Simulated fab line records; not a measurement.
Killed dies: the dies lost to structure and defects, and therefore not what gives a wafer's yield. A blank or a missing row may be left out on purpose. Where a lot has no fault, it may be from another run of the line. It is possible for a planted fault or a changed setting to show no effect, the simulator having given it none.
fab line records	flow sky130	part 1 of 2: steps 1 to 41 of 42
[record] lots = 6	wafers = 18	last_day = 49
route steps=708 shown RES_XHIGH@339 SD_N@342 SD_P@359 SALICIDE@361 LI_CONTACT@362 PAD_OPEN@708
lots with no fault: from the same line, run without faults
start_h: the number of hours between the record's first day and the start of the first shown wafer of the lot	wait_h: hours since the lot's step before	" same as the row above	L1.1+2: several wafers, shown together as one row	- no value, or no start given	* or withheld: withheld	< > ~ a bound
route shown NAME@n: NAME is a module with steps in the file, n the number in the route of the first one	usual: mean/standard deviation of fault-free wafers	same: alike in all rows	chamber/n: place in a boat	sites: readings site by site	_std_site: their standard deviation	_edge_site: mean of outer sites minus mean of inner sites	radius_mm: for every site, how far away it sits from the centre of the wafer	mask NAME#n: copy n	behind: the last tool/chamber to shape the wafer	hold: reason for holding the lot/hours on hold/outcome of the hold	device: the n, p or np transistor that did not switch	end of line: tests of these same wafers at the route's end	a step with no rows: only its recipe	killed: dies lost to structure and defects at the first sort, not the wafer's yield	map: the dies of a wafer, with x for killed, . for not killed, _ for no die there
set.NAME: the run value of the setting; set.NAME@STEP: its run value at that earlier step	model.NAME: the simulator's own value behind a step, which no gauge read
lots at selected steps of the route; one table per step, one row per wafer
services: a tool's chamber out of use, with start hour (start_h, from the record's first day; less than 0 if before it), hours out, and reason
[[steps]]
[step SKY_RES_XHIGH_IMPLANT_07]
[recipe] species = BF2	energy_kev = 20	dose_cm2 = 3.6e+14	tilt_deg = 0
[step SKY_RES_XHIGH_STRIP_08]
[recipe] chemistry = O2/N2	power_w = 1400	pressure_mtorr = 1500	platen_temp_c = withheld	o2_flow_sccm = 3000	n2_flow_sccm = 300	overash_fraction = 0.5
[step SKY_RES_XHIGH_TW_MEAS_09]
[usual] RES_XHIGH_TW = 1634/11
lot.wafer	tool	chamber	start_h	wait_h	RES_XHIGH_TW
L611.2	film_metro-01	-	628.06	0.1	1635
L611.3	"	-	"	"	1633
L611.5	"	-	"	"	1632
L613.1	film_metro-01	-	650.14	0.1	1649
L613.4	"	-	"	"	1638
L613.6	"	-	"	"	1637
L616.1	film_metro-03	-	677.19	0.1	1653
L616.5	"	-	"	"	1651
L616.6	"	-	"	"	1647
L617.2	film_metro-01	-	689.50	0.1	1636
L617.4	"	-	"	"	1650
L617.6	"	-	"	"	1642
L626.1	film_metro-01	-	758.44	0.1	1633
L626.2	"	-	"	"	1647
L626.5	"	-	"	"	1653
L627.2	film_metro-03	-	760.86	0.1	1642
L627.3	"	-	"	"	1648
L627.6	"	-	"	"	1645
[step SKY_SD_N_DEHYDRATE_00]
[recipe] temp_c = 200	time_s = 60
[step SKY_SD_N_HMDS_01]
[recipe] prime_time_s = 60	prime_temp_c = 120
[step SKY_SD_N_COAT_02]
[recipe] resist = NOVOLAK	spin_rpm = 3000	resist_thk_nm = 1140
[step SKY_SD_N_SOFTBAKE_03]
[recipe] temp_c = 90	time_s = 60	resist = NOVOLAK
[step SKY_SD_N_EXPOSE_04]
[recipe] mask_id = NSDM	na = 0.6	source_shape = conventional	sigma_outer = 0.6	polarization = unpolarized	target_cd_nm = 380	dose_mj = 141
[step SKY_SD_N_PEB_05]
[recipe] temp_c = withheld	time_s = *	resist = NOVOLAK
[step SKY_SD_N_DEVELOP_06]
[recipe] resist = NOVOLAK	developer = TMAH	develop_time_s = 60	dev_temp_c = 23
[step SKY_SD_N_CD_MEAS_07]
[recipe] target_cd_nm = 380
[usual] cd_nm = 380.2/2.1
lot.wafer	tool	chamber	start_h	wait_h	cd_nm
L611.2	cd_sem-01	-	656.81	0.1	381.5
L611.3	"	-	"	"	380.4
L611.5	"	-	"	"	379.9
L613.1	cd_sem-01	-	677.89	0.1	382.7
L613.4	"	-	"	"	383.7
L613.6	"	-	"	"	381.7
L616.1	cd_sem-01	-	705.40	0.1	380.5
L616.5	"	-	"	"	380.2
L616.6	"	-	"	"	379.6
L617.2	cd_sem-01	-	717.05	0.1	377.9
L617.4	"	-	"	"	377.2
L617.6	"	-	"	"	378.0
L626.1	cd_sem-02	-	785.08	0.1	377.8
L626.2	"	-	"	"	377.8
L626.5	"	-	"	"	376.6
L627.2	cd_sem-02	-	787.17	0.1	379.2
L627.3	"	-	"	"	381.2
L627.6	"	-	"	"	378.8
[step SKY_SD_N_OVL_MEAS_08]
[usual] SD_N_OVL = 0.9/1.1
lot.wafer	tool	chamber	start_h	wait_h	SD_N_OVL[nm]
L611.2	overlay-02	-	656.92	0.1	0.5
L611.3	"	-	"	"	0.1
L611.5	"	-	"	"	-0.1
L613.1	overlay-01	-	678.01	0.1	0.0
L613.4	"	-	"	"	0.8
L613.6	"	-	"	"	0.1
L616.1	overlay-01	-	705.52	0.1	-0.6
L616.5	"	-	"	"	0.0
L616.6	"	-	"	"	0.7
L617.2	overlay-02	-	717.16	0.1	1.2
L617.4	"	-	"	"	1.9
L617.6	"	-	"	"	2.3
L626.1	overlay-01	-	785.20	0.1	0.7
L626.2	"	-	"	"	0.8
L626.5	"	-	"	"	1.2
L627.2	overlay-02	-	787.28	0.1	2.3
L627.3	"	-	"	"	2.9
L627.6	"	-	"	"	2.2
[step SKY_SD_N_IMPLANT_09]
[recipe] species = As	energy_kev = 50	dose_cm2 = 4e+15	tilt_deg = 0
lot.wafer	tool	chamber	start_h	wait_h
L611.2+3+5	implanter-02	0	656.97	0.0
L613.1+4+6	implanter-01	0	678.05	0.0
L616.1+5+6	implanter-01	0	705.56	0.0
L617.2+4+6	implanter-01	0	717.21	0.0
L626.1+2+5	implanter-01	0	785.24	0.0
L627.2+3+6	implanter-01	0	787.33	0.0
[step SKY_SD_N_IMPLANT_10]
[recipe] species = P	energy_kev = 20	dose_cm2 = 1e+14	tilt_deg = 0
[step SKY_SD_N_STRIP_11]
[recipe] chemistry = O2/N2	power_w = 1400	pressure_mtorr = 1500	platen_temp_c = withheld	o2_flow_sccm = 3000	n2_flow_sccm = 300	overash_fraction = 0.5
[usual] drypump_motor_current_A = 6.13/0.19	oes_product_au = 0.528/0.0046	strip_time_to_endpoint_s = 22.56/0.043
lot.wafer	tool	chamber	start_h	wait_h	drypump_motor_current_A	oes_product_au	rf_hours_counter_h	strip_time_to_endpoint_s
L611.2	plasma_asher-02	0	657.25	0.1	6.08	0.524	86	22.53
L611.3	"	0	"	"	6.07	0.523	-	22.60
L611.5	"	0	"	"	6.07	0.524	-	22.57
L613.1	plasma_asher-02	0	678.35	0.1	6.06	0.534	89	22.59
L613.4	"	0	"	"	6.08	0.532	-	22.61
L613.6	"	1	"	"	6.32	0.529	-	22.58
L616.1	plasma_asher-03	0	705.86	0.1	5.72	0.536	55	22.56
L616.5	"	1	"	"	6.19	0.516	-	22.58
L616.6	"	0	"	"	5.72	0.525	-	22.55
L617.2	plasma_asher-04	0	717.49	0.1	6.23	0.527	30	22.57
L617.4	"	1	"	"	6.10	0.530	-	22.58
L617.6	"	1	"	"	6.11	0.524	-	22.56
L626.1	plasma_asher-02	0	785.54	0.1	6.08	0.529	100	22.60
L626.2	"	1	"	"	6.37	0.527	100	22.56
L626.5	"	0	"	"	6.04	0.526	-	22.58
L627.2	plasma_asher-02	1	787.61	0.1	6.32	0.534	100	22.59
L627.3	"	0	"	"	6.09	0.526	-	22.58
L627.6	"	1	"	"	6.34	0.528	-	22.53
[step SKY_SD_N_TW_MEAS_12]
[usual] SD_N_TW = 3966/25
lot.wafer	tool	chamber	start_h	wait_h	SD_N_TW
L611.2	film_metro-02	-	657.36	0.1	3953
L611.3	"	-	"	"	3977
L611.5	"	-	"	"	3960
L613.1	film_metro-03	-	678.45	0.1	3983
L613.4	"	-	"	"	4002
L613.6	"	-	"	"	3990
L616.1	film_metro-03	-	705.96	0.1	3980
L616.5	"	-	"	"	3970
L616.6	"	-	"	"	3950
L617.2	film_metro-03	-	717.60	0.1	3976
L617.4	"	-	"	"	3978
L617.6	"	-	"	"	3987
L626.1	film_metro-02	-	785.64	0.1	3924
L626.2	"	-	"	"	3917
L626.5	"	-	"	"	3935
L627.2	film_metro-01	-	787.72	0.1	3985
L627.3	"	-	"	"	4006
L627.6	"	-	"	"	4004
[step SKY_SD_N_CLEAN_13]
[recipe] chemistry = SC1/SC2	mix = 1:4:20	temp_c = 70	time_s = 150	dry = n2_spin
[step SKY_SD_N_RTA_14]
[recipe] temp_c = 1075	time_s = 2	idle_temp_c = 650	ramp_up_c_per_s = 150	ramp_down_c_per_s = 90	ambient = N2
[usual] anneal_temp_c_max = 1079.3/0.99	lamp_power_pct = 15.74/0.053	wafer_temp_C_max = 1078.0/1.3
lot.wafer	tool	chamber	start_h	wait_h	anneal_temp_c_max	lamp_power_pct	wafer_temp_C_max
L611.2	rtp_anneal-02	0	657.47	0.0	1079.1	15.68	1076.8
L611.3	"	0	"	"	1078.7	15.77	1076.4
L611.5	"	0	"	"	1080.8	15.76	1077.8
L613.1	rtp_anneal-02	0	678.56	0.0	1079.3	15.72	1076.9
L613.4	"	0	"	"	1080.3	15.67	1077.9
L613.6	"	0	"	"	1079.1	15.74	1077.0
L616.1	rtp_anneal-01	0	706.07	0.0	1079.7	15.76	1078.7
L616.5	"	0	"	"	1078.6	15.76	1077.3
L616.6	"	0	"	"	1078.1	15.79	1078.1
L617.2	rtp_anneal-02	0	717.70	0.0	1081.1	15.69	1079.1
L617.4	"	0	"	"	1080.3	15.76	1077.4
L617.6	"	0	"	"	1080.6	15.79	1076.0
L626.1	rtp_anneal-01	0	785.75	0.0	1078.9	15.69	1080.3
L626.2	"	0	"	"	1078.7	15.66	1076.4
L626.5	"	0	"	"	1080.0	15.77	1079.2
L627.2	rtp_anneal-02	0	787.83	0.0	1078.5	15.79	1080.0
L627.3	"	0	"	"	1078.1	15.64	1079.1
L627.6	"	0	"	"	1079.3	15.71	1078.8
[step SKY_SD_N_RS_MEAS_16]
[recipe] thk_meas_gauge = four-point-probe
[usual] SD_N_RS = 68.47/0.1
lot.wafer	tool	chamber	start_h	wait_h	SD_N_RS[ohm/sq]
L611.2	film_metro-01	-	657.65	0.1	68.38
L611.3	"	-	"	"	68.44
L611.5	"	-	"	"	68.36
L613.1	film_metro-02	-	678.73	0.1	68.48
L613.4	"	-	"	"	68.38
L613.6	"	-	"	"	68.32
L616.1	film_metro-02	-	706.24	0.1	68.36
L616.5	"	-	"	"	68.44
L616.6	"	-	"	"	68.49
L617.2	film_metro-02	-	717.89	0.1	68.45
L617.4	"	-	"	"	68.54
L617.6	"	-	"	"	68.42
L626.1	film_metro-01	-	785.92	0.1	68.25
L626.2	"	-	"	"	68.51
L626.5	"	-	"	"	68.37
L627.2	film_metro-03	-	788.01	0.1	68.59
L627.3	"	-	"	"	68.64
L627.6	"	-	"	"	68.52
[step SKY_SD_N_RS_MEAS_17]
[recipe] thk_meas_gauge = four-point-probe
[usual] SD_P_RS = 147.0/0.33
lot.wafer	tool	chamber	start_h	wait_h	SD_P_RS[ohm/sq]
L611.2	film_metro-01	-	657.77	0.1	147.0
L611.3	"	-	"	"	146.8
L611.5	"	-	"	"	147.0
L613.1	film_metro-02	-	678.85	0.1	147.1
L613.4	"	-	"	"	146.7
L613.6	"	-	"	"	146.9
L616.1	film_metro-02	-	706.36	0.1	146.9
L616.5	"	-	"	"	147.1
L616.6	"	-	"	"	146.6
L617.2	film_metro-02	-	718.01	0.1	147.0
L617.4	"	-	"	"	147.2
L617.6	"	-	"	"	146.9
L626.1	film_metro-01	-	786.04	0.1	146.7
L626.2	"	-	"	"	147.1
L626.5	"	-	"	"	146.9
L627.2	film_metro-03	-	788.13	0.1	147.1
L627.3	"	-	"	"	147.0
L627.6	"	-	"	"	147.3
[step SKY_SD_N_RS_MEAS_18]
[recipe] thk_meas_gauge = four-point-probe
[usual] RES_XHIGH_RS = 332.9/1.2
lot.wafer	tool	chamber	start_h	wait_h	RES_XHIGH_RS[ohm/sq]
L611.2	film_metro-01	-	657.89	0.1	331.9
L611.3	"	-	"	"	332.3
L611.5	"	-	"	"	333.5
L613.1	film_metro-02	-	678.97	0.1	330.5
L613.4	"	-	"	"	331.4
L613.6	"	-	"	"	332.0
L616.1	film_metro-02	-	706.48	0.1	331.8
L616.5	"	-	"	"	330.1
L616.6	"	-	"	"	331.5
L617.2	film_metro-02	-	718.13	0.1	333.1
L617.4	"	-	"	"	333.4
L617.6	"	-	"	"	332.3
L626.1	film_metro-01	-	786.16	0.1	333.3
L626.2	"	-	"	"	331.6
L626.5	"	-	"	"	333.3
L627.2	film_metro-03	-	788.25	0.1	331.0
L627.3	"	-	"	"	329.9
L627.6	"	-	"	"	331.1
[step SKY_SALICIDE_CLEAN_00]
[recipe] chemistry = HF-last	time_s = 30	dilution = 100:1	dry = ipa_marangoni
[step SKY_LI_CONTACT_HDPCVD_00]
[recipe] material = PSG	target_thk_nm = 930	sigma_open_frac = 0.3	time_s = 155	temp_c = 600	sih4_flow_sccm = 60	pressure_mtorr = 6
[step SKY_LI_CONTACT_THK_MEAS_01]
[recipe] reads = PSG_of_LI_CONTACT_HDPCVD_00
[usual] LI_CONTACT_HDPCVD_THK = 934/14
lot.wafer	tool	chamber	start_h	wait_h	LI_CONTACT_HDPCVD_THK[nm]
L611.2	film_metro-02	-	658.12	0.1	940
L611.3	"	-	"	"	910
L611.5	"	-	"	"	940
L613.1	film_metro-03	-	679.21	0.1	921
L613.4	"	-	"	"	945
L613.6	"	-	"	"	934
L616.1	film_metro-03	-	706.77	0.1	921
L616.5	"	-	"	"	923
L616.6	"	-	"	"	945
L617.2	film_metro-03	-	718.41	0.1	939
L617.4	"	-	"	"	936
L617.6	"	-	"	"	968
L626.1	film_metro-03	-	786.40	0.1	927
L626.2	"	-	"	"	939
L626.5	"	-	"	"	940
L627.2	film_metro-03	-	788.49	0.1	908
L627.3	"	-	"	"	938
L627.6	"	-	"	"	912
[step SKY_LI_CONTACT_CMP_02]
[recipe] material = PSG	down_force_psi = 4	platen_rpm = 60	pad_velocity_m_s = 0.94248
[step SKY_LI_CONTACT_BOW_MEAS_03]
[recipe] mode = bow
[usual] LI_CONTACT_BOW = 54/6.5
lot.wafer	tool	chamber	start_h	wait_h	LI_CONTACT_BOW[um]
L611.2	film_metro-03	-	658.49	0.3	57
L611.3	"	-	"	"	56
L611.5	"	-	"	"	55
L613.1	film_metro-02	-	679.57	0.1	52
L613.4	"	-	"	"	52
L613.6	"	-	"	"	43
L616.1	film_metro-03	-	707.13	0.1	59
L616.5	"	-	"	"	49
L616.6	"	-	"	"	54
L617.2	film_metro-01	-	718.78	0.2	60
L617.4	"	-	"	"	50
L617.6	"	-	"	"	48
L626.1	film_metro-02	-	786.76	0.2	57
L626.2	"	-	"	"	54
L626.5	"	-	"	"	47
L627.2	film_metro-01	-	788.89	0.2	68
L627.3	"	-	"	"	52
L627.6	"	-	"	"	53
[step SKY_LI_CONTACT_DEHYDRATE_04]
[recipe] temp_c = 200	time_s = 60
[step SKY_LI_CONTACT_HMDS_05]
[recipe] prime_time_s = 60	prime_temp_c = 120
[step SKY_LI_CONTACT_COAT_06]
[recipe] resist = BARC	temp_c = withheld	time_s = withheld	spin_rpm = 3000	resist_thk_nm = 60
[step SKY_LI_CONTACT_COAT_07]
[recipe] resist = KrF-thick	spin_rpm = 3000	resist_thk_nm = 450
[step SKY_LI_CONTACT_SOFTBAKE_08]
[recipe] temp_c = 100	time_s = 90	resist = KrF-thick
[step SKY_LI_CONTACT_EXPOSE_09]
[recipe] mask_id = LICM1	na = 0.8	source_shape = annular	sigma_inner = 0.55	sigma_outer = 0.85	target_cd_nm = 170	dose_mj = 38
[step SKY_LI_CONTACT_PEB_10]
[recipe] peb_temp_c = withheld	peb_time_s = withheld	resist = KrF-thick
[step SKY_LI_CONTACT_DEVELOP_11]
[recipe] develop_time_s = 60	resist = KrF-thick	dev_temp_c = 21
[step SKY_LI_CONTACT_CD_MEAS_12]
[recipe] target_cd_nm = 170
[usual] cd_nm = 169.6/1.7
lot.wafer	tool	chamber	start_h	wait_h	cd_nm
L611.2	cd_sem-01	-	686.60	-	167.0
L611.3	"	-	"	"	168.7
L611.5	"	-	"	"	168.5
L613.1	cd_sem-02	-	707.50	-	170.7
L613.4	"	-	"	"	171.2
L613.6	"	-	"	"	170.8
L616.1	cd_sem-01	-	735.19	-	170.5
L616.5	"	-	"	"	171.2
L616.6	"	-	"	"	170.5
L617.2	cd_sem-01	-	745.92	-	171.8
L617.4	"	-	"	"	171.1
L617.6	"	-	"	"	172.4
L626.1	cd_sem-01	-	815.78	-	169.0
L626.2	"	-	"	"	168.2
L626.5	"	-	"	"	169.7
L627.2	cd_sem-02	-	815.87	-	167.3
L627.3	"	-	"	"	167.9
L627.6	"	-	"	"	169.2
[step SKY_LI_CONTACT_OVL_MEAS_13]
[usual] LI_CONTACT_OVL = 0/6.2
lot.wafer	tool	chamber	start_h	wait_h	LI_CONTACT_OVL[nm]
L611.2	overlay-02	-	686.70	0.1	-2
L611.3	"	-	"	"	-4
L611.5	"	-	"	"	-4
L613.1	overlay-01	-	707.62	0.1	6
L613.4	"	-	"	"	1
L613.6	"	-	"	"	4
L616.1	overlay-01	-	735.31	0.1	2
L616.5	"	-	"	"	2
L616.6	"	-	"	"	0
L617.2	overlay-01	-	746.03	0.1	8
L617.4	"	-	"	"	9
L617.6	"	-	"	"	10
L626.1	overlay-02	-	815.90	0.1	-6
L626.2	"	-	"	"	-11
L626.5	"	-	"	"	-2
L627.2	overlay-01	-	815.98	0.1	-6
L627.3	"	-	"	"	-8
L627.6	"	-	"	"	-6
[step SKY_LI_CONTACT_ETCH_14]
[recipe] chemistry = N2/H2	target = BARC	ion_energy_ev = 200	source_w = 500	bias_w = 100	pressure_mtorr = 30	n2_flow_sccm = 100	h2_flow_sccm = 200	stop_on = SiO2	time_s = 45.9	target_depth_a = 600
[usual] bias_w = 100.03/0.28	drypump_motor_current_A = 5.8/0.54	oes_product_au = 0.854/0.0045	throttle_valve_pct = 13.224/0.009
lot.wafer	tool	chamber	start_h	wait_h	bias_w	drypump_motor_current_A	oes_product_au	rf_hours_counter_h	throttle_valve_pct
L611.2	rie_diel-01	1	686.73	0.0	100.12	6.5	0.848	17	13.231
L611.3	"	2	"	"	100.55	5.9	0.860	13	13.220
L611.5	"	3	"	"	100.04	5.4	0.854	-	13.236
L613.1	rie_diel-04	1	707.66	0.0	100.17	5.0	0.864	14	13.226
L613.4	"	0	"	"	100.07	6.1	0.862	10	13.213
L613.6	"	2	"	"	100.24	5.9	0.850	-	13.232
L616.1	rie_diel-04	2	735.34	0.0	100.18	5.8	0.856	31	13.244
L616.5	"	0	"	"	99.81	6.1	0.849	-	13.222
L616.6	"	3	"	"	100.16	5.2	0.846	-	13.236
L617.2	rie_diel-02	0	746.06	0.0	100.29	6.2	0.857	2	13.229
L617.4	"	1	"	"	99.86	4.8	0.859	12	13.231
L617.6	"	1	"	"	99.65	4.9	0.859	-	13.228
L626.1	rie_diel-04	0	815.94	0.0	100.37	6.2	0.850	13	13.229
L626.2	"	1	"	"	100.43	5.0	0.847	17	13.233
L626.5	"	0	"	"	100.22	6.1	0.853	-	13.221
L627.2	rie_diel-02	2	816.01	0.0	99.69	5.4	0.866	9	13.243
L627.3	"	3	"	"	99.91	6.6	0.848	6	13.223
L627.6	"	3	"	"	99.91	6.6	0.853	-	13.216
[step SKY_LI_CONTACT_ETCH_15]
[recipe] target = PSG	chemistry = C4F8/O2/Ar	stop_on = Si	taper_deg = 4.15	mask_material = KrF-thick	source_w = 1500	bias_w = 1200	pressure_mtorr = 40	c4f8_flow_sccm = withheld	O2_flow_sccm = 6	Ar_flow_sccm = 300	time_s = withheld	target_depth_a = 6000
[usual] bias_w = 1200/3.3	oes_product_au = 0.837/0.0045
lot.wafer	tool	chamber	start_h	wait_h	bias_w	oes_product_au
L611.2	rie_diel-01	1	686.78	0.0	1200	0.843
L611.3	"	2	"	"	1203	0.837
L611.5	"	3	"	"	1197	0.837
L613.1	rie_diel-04	1	707.70	0.0	1198	0.841
L613.4	"	0	"	"	1193	0.841
L613.6	"	2	"	"	1197	0.845
L616.1	rie_diel-04	2	735.39	0.0	1201	0.839
L616.5	"	0	"	"	1204	0.836
L616.6	"	3	"	"	1201	0.837
L617.2	rie_diel-02	0	746.10	0.0	1206	0.833
L617.4	"	1	"	"	1198	0.826
L617.6	"	1	"	"	1203	0.834
L626.1	rie_diel-04	0	815.98	0.0	1197	0.840
L626.2	"	1	"	"	1198	0.838
L626.5	"	0	"	"	1197	0.833
L627.2	rie_diel-02	2	816.05	0.0	1199	0.844
L627.3	"	3	"	"	1200	0.841
L627.6	"	3	"	"	1203	0.843
[step SKY_LI_CONTACT_STRIP_16]
[recipe] chemistry = O2/N2	power_w = 1400	pressure_mtorr = 1500	platen_temp_c = withheld	o2_flow_sccm = 3000	n2_flow_sccm = 300	overash_fraction = 0.5
[usual] drypump_motor_current_A = 5.93/0.28	oes_product_au = 0.376/0.0049	strip_time_to_endpoint_s = 3.50/0.045
lot.wafer	tool	chamber	start_h	wait_h	drypump_motor_current_A	oes_product_au	rf_hours_counter_h	strip_time_to_endpoint_s
L611.2	plasma_asher-02	1	686.86	-	6.33	0.381	90	3.46
L611.3	"	1	"	"	6.30	0.375	-	3.47
L611.5	"	0	"	"	6.06	0.374	-	3.55
L613.1	plasma_asher-03	0	707.78	-	5.72	0.383	56	3.53
L613.4	"	1	"	"	6.17	0.377	-	3.51
L613.6	"	1	"	"	6.18	0.370	-	3.50
L616.1	plasma_asher-03	1	735.47	-	6.20	0.380	58	3.48
L616.5	"	1	"	"	6.19	0.377	-	3.47
L616.6	"	0	"	"	5.71	0.380	-	3.54
L617.2	plasma_asher-03	0	746.18	-	5.71	0.376	60	3.50
L617.4	"	1	"	"	6.16	0.375	-	3.57
L617.6	"	1	"	"	6.18	0.386	-	3.59
L626.1	plasma_asher-03	1	816.06	-	6.20	0.373	67	3.47
L626.2	"	0	"	"	5.70	0.374	67	3.52
L626.5	"	1	"	"	6.19	0.375	-	3.50
L627.2	plasma_asher-01	1	816.13	-	5.49	0.372	6	3.54
L627.3	"	1	"	"	5.47	0.376	-	3.46
L627.6	"	0	"	"	5.82	0.378	-	3.47
[step SKY_LI_CONTACT_CLEAN_17]
[recipe] chemistry = NMP	time_s = 600	temp_c = 60	dry = n2_spin
[step SKY_LI_CONTACT_PRE_CLEAN_18]
[recipe] gas = Ar	time_s = 5.6	bias_v = 358
